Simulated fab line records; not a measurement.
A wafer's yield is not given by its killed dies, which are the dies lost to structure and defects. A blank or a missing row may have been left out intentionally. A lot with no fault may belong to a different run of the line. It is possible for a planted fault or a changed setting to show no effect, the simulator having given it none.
Which tool is to blame?    flow gf180mcu    13 lots with 39 wafers sampled at 3 steps, on a route of 602 steps

== WHAT THE GAUGES READ, wafer by wafer ==
GF_CONTACT_THK_MEAS_01.
lot   measured      on             CONTACT_CVD_00_THK (nm)
L512  day 15 09:48  film-metro-04  289 295 299
L514  day 16 02:57  film-metro-02  297 288 301
L515  day 16 05:50  film-metro-02  293 153 299
L517  day 16 23:29  film-metro-03  295 296 152
L516  day 17 03:19  film-metro-03  292 151 294
L525  day 20 06:00  film-metro-04  299 293 298
L528  day 21 01:03  film-metro-04  293 298 299
L529  day 21 12:10  film-metro-02  295 300 299
L530  day 21 20:46  film-metro-03  293 294 292
L531  day 22 02:58  film-metro-03  297 300 297
L532  day 22 16:08  film-metro-04  302 299 300
L533  day 22 16:28  film-metro-04  298 301 298
L534  day 23 03:26  film-metro-02  298 301 301

== WHICH TOOL RAN EACH LOT (tool, then ch and the chambers of the sampled wafers, then the start) ==
lot   GF_SALICIDE_SPUTTER_03        GF_CONTACT_CVD_00
L512  pvd-sputter-02, day 15 09:16  hdpcvd-02 ch 0,2, day 15 09:46
L514  pvd-sputter-02, day 16 02:23  hdpcvd-01 ch 0,1,2, day 16 02:53
L515  pvd-sputter-04, day 16 05:18  hdpcvd-01 ch 0,1,2, day 16 05:48
L517  pvd-sputter-03, day 16 22:54  hdpcvd-01 ch 0,1,2, day 16 23:26
L516  pvd-sputter-03, day 17 02:46  hdpcvd-01 ch 0,1,2, day 17 03:16
L525  pvd-sputter-03, day 20 05:28  hdpcvd-02 ch 0,1,2, day 20 05:58
L528  pvd-sputter-02, day 21 00:29  hdpcvd-01 ch 0,1,2, day 21 00:59
L529  pvd-sputter-03, day 21 11:37  hdpcvd-02 ch 0,1, day 21 12:07
L530  pvd-sputter-02, day 21 20:13  hdpcvd-01 ch 1,2, day 21 20:43
L531  pvd-sputter-04, day 22 02:23  hdpcvd-02 ch 0,1,2, day 22 02:55
L532  pvd-sputter-04, day 22 15:35  hdpcvd-01 ch 0,1,2, day 22 16:05
L533  pvd-sputter-04, day 22 15:53  hdpcvd-02 ch 0,2, day 22 16:23
L534  pvd-sputter-02, day 23 02:52  hdpcvd-02 ch 0,2, day 23 03:22
- GF_SALICIDE_SPUTTER_03: material TiN, target thk 20 nm, time 16.7 s.
- GF_CONTACT_CVD_00: deposits SiO2, target thk 300 nm, time 50 s.

== WHAT THE TOOLS THEMSELVES READ (means of the sampled wafers that have a number; where no wafer has one, the mark that the record gives instead) ==
GF_SALICIDE_SPUTTER_03.
lot   tool            throttle-valve-pct (%)
L512  pvd-sputter-02  29.1
L514  pvd-sputter-02  29.6
L515  pvd-sputter-04  29.0
L517  pvd-sputter-03  30.9
L516  pvd-sputter-03  30.0
L525  pvd-sputter-03  30.5
L528  pvd-sputter-02  29.1
L529  pvd-sputter-03  30.0
L530  pvd-sputter-02  29.6
L531  pvd-sputter-04  29.6
L532  pvd-sputter-04  29.2
L533  pvd-sputter-04  29.3
L534  pvd-sputter-02  28.6

GF_CONTACT_CVD_00.
lot   tool       sih4-flow-sccm (sccm)
L512  hdpcvd-02  59.98
L514  hdpcvd-01  60.09
L515  hdpcvd-01  49.86
L517  hdpcvd-01  49.93
L516  hdpcvd-01  50.09
L525  hdpcvd-02  59.81
L528  hdpcvd-01  60.14
L529  hdpcvd-02  60.02
L530  hdpcvd-01  60.24
L531  hdpcvd-02  59.88
L532  hdpcvd-01  60.13
L533  hdpcvd-02  59.92
L534  hdpcvd-02  59.99

== THE ANSWER, worked out from the rows above alone ==
Rule: usual is defined by the lots themselves. Put in order of their means at a reading, lots are off if they are a third of the lots or fewer, leave a main group of 4 or more, and stand apart from it by a gap of 3 or more times the standard deviation of the main group's means; of several such gaps the widest counts. Not used: any main group whose means are identical at the precision the tables above print for the reading. Also off: a lot with no number at a reading for which 4 or more lots have one. Where the step has rows for the other lots, those lots are counted as sound. After the gauges, taken in route order, come the tools' own readings; for these a lot's mean is taken, as printed above. The first step at which some lot is off is used, and at that step the reading that is off furthest; a lot without a number counts as furthest.
Off: L515, L517, L516, at GF_CONTACT_THK_MEAS_01 (CONTACT_CVD_00_THK). For the main group the mean is 297 nm and the standard deviation 2.3.
If a tool, at a process step before that reading, ran all the lots that are off and no sound lot after the first of them, it fits. Not tried: the gauges at GF_CONTACT_THK_MEAS_01; whatever is off there is also off at GF_CONTACT_CVD_00, on other tools, and gauge error can't account for it. Not one of the candidates tried fits.

== WHAT WAS PUT IN BY THE SIMULATOR ==
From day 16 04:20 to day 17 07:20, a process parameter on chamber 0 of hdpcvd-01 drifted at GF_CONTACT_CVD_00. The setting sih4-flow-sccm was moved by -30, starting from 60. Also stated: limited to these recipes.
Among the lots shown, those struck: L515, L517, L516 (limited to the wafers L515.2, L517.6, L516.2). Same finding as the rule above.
